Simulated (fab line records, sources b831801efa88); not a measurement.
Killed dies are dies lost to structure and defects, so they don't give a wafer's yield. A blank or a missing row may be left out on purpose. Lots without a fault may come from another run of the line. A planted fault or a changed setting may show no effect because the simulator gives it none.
A struck lot beside a sound one | flow gf180mcu | 19 steps out of a route of 602
Sound: wafers L595.2, L595.3, L595.5. Struck: wafers L604.4, L604.5, L604.6. The cause comes at the end.
At each step with rows: each side's tool, then ch and its chambers, then its first start. Under that, the readings that differ: sound wafers | struck wafers | difference of the means | sigmas: that difference in standard deviations of wafers without a fault.
alike: readings whose means differ by less than 2 such deviations, and words and numbers that are the same on both sides. not compared: withheld readings, readings that some wafer has no value for, bounds like >300 that may hide the same value, and numbers for which the record gives no deviation and whose values overlap.
The two part at a step that has a row with sigmas, a row that says differs or no value, or rows on one side only. Numbers that don't overlap but have no deviation are shown without sigmas and don't part them. A reading that every wafer of one side lacks parts them only if that side has two wafers or more.

GF_V3_ETCH_17: etches SiO2 in C4F8/O2/Ar, stops on TiN, target depth 635 nm.
  sound on rie_diel-03 ch 0,1,3; struck on rie_diel-04 ch 0,1,3
  alike: oes_product_au
GF_V3_STRIP_18: strips in O2/N2.
  sound on plasma_asher-01 ch 0,1, day 24 03:57; struck on plasma_asher-03 ch 0,1, day 27 09:44
  alike: drypump_motor_current_A, heater_power_w, oes_product_au
  not compared: rf_hours_counter_h
then, 5 steps without rows for these wafers: GF_V3_STRIP_19 (strips in post etch residue remover, time 1200 s); GF_V3_CLEAN_20 (cleans in DIW); GF_V3_SPUTTER_21 (material Ti, target thk 15 nm, time 80.02 s); GF_V3_SPUTTER_22 (material TiN, target thk 10 nm, time 40 s); GF_V3_CVD_23 (deposits W, target thk 350 nm, time 104.9 s).
GF_V3_RS_MEAS_24: measures by four-point-probe.
  sound on film_metro-02, day 24 04:47; struck on film_metro-02, day 27 10:30
  alike: V3_W_RS
GF_V3_THK_MEAS_25: measures by xrf.
  sound on film_metro-02, day 24 04:53; struck on film_metro-02, day 27 10:35
  alike: V3_W_THK
GF_V3_CMP_26: polishes, stops on SiO2, t overpolish 15 s, target thk 0 nm.
  sound on cmp-02 ch 0,1,3, day 24 05:02; struck on cmp-01 ch 0,1,3, day 27 10:46
  alike: motor_current_A, overpolish_run_s, time_to_endpoint_s
GF_M4_SPUTTER_00: material Ti, target thk 37.5 nm, time 145 s.
  sound on pvd_sputter-01, day 24 05:14; struck on pvd_sputter-03, day 27 10:55
  alike: cathode_dc_power_W, chamber_pressure_pa, throttle_valve_pct
then, 1 step without rows for these wafers: GF_M4_SPUTTER_01 (material TiN, target thk 30 nm, time 25 s).
GF_M4_SPUTTER_02: material AlCu, target thk 450 nm, time 23.9 s.
  sound on pvd_sputter-01, day 24 05:22; struck on pvd_sputter-03, day 27 11:03
  no value came back on the struck wafers for cathode_dc_power_W (W), chamber_pressure_pa (Pa), throttle_valve_pct (%); on the sound wafers cathode_dc_power_W (W) reads 10600 10601 10600
then, 1 step without rows for these wafers: GF_M4_SPUTTER_03 (material Ti, target thk 10 nm, time 6.7 s).
GF_M4_SPUTTER_04: material TiN, target thk 50 nm, time 41.7 s.
  sound on pvd_sputter-01, day 24 05:25; struck on pvd_sputter-03, day 27 11:06
  alike: cathode_dc_power_W, chamber_pressure_pa, throttle_valve_pct
GF_M4_RS_MEAS_05: measures by four-point-probe.
  sound on film_metro-04, day 24 05:29; struck on film_metro-04, day 27 11:12
  reading             | sound                | struck               | difference | sigmas
  M4_ALCU_RS (ohm/sq) | 0.0685 0.0691 0.0686 | 7.2069 7.1875 7.2108 | +7.1330    | +99 or more
GF_M4_THK_MEAS_06: measures by xrf.
  sound on film_metro-04, day 24 05:35; struck on film_metro-04, day 27 11:17
  reading          | sound       | struck   | difference | sigmas
  M4_ALCU_THK (nm) | 451 447 451 | <0 <0 <0 | differs    |
then, 1 step without rows for these wafers: GF_M4_DEHYDRATE_07 (time 60 s).
-- the record jumps here: 6 days lie between the struck wafers' starts before and after (it left off in module M4 and takes up again in module PASSIVATION, whose first step shown is number 602 of the route) --
GF_PASSIVATION_PROBE_99:
  the record has rows for the struck wafers here (prober-01, day 33 05:09) and none for the sound ones

WHERE THEY PART
First at GF_M4_SPUTTER_02; last, within this record, at GF_PASSIVATION_PROBE_99.

WHY: what the simulator had put in
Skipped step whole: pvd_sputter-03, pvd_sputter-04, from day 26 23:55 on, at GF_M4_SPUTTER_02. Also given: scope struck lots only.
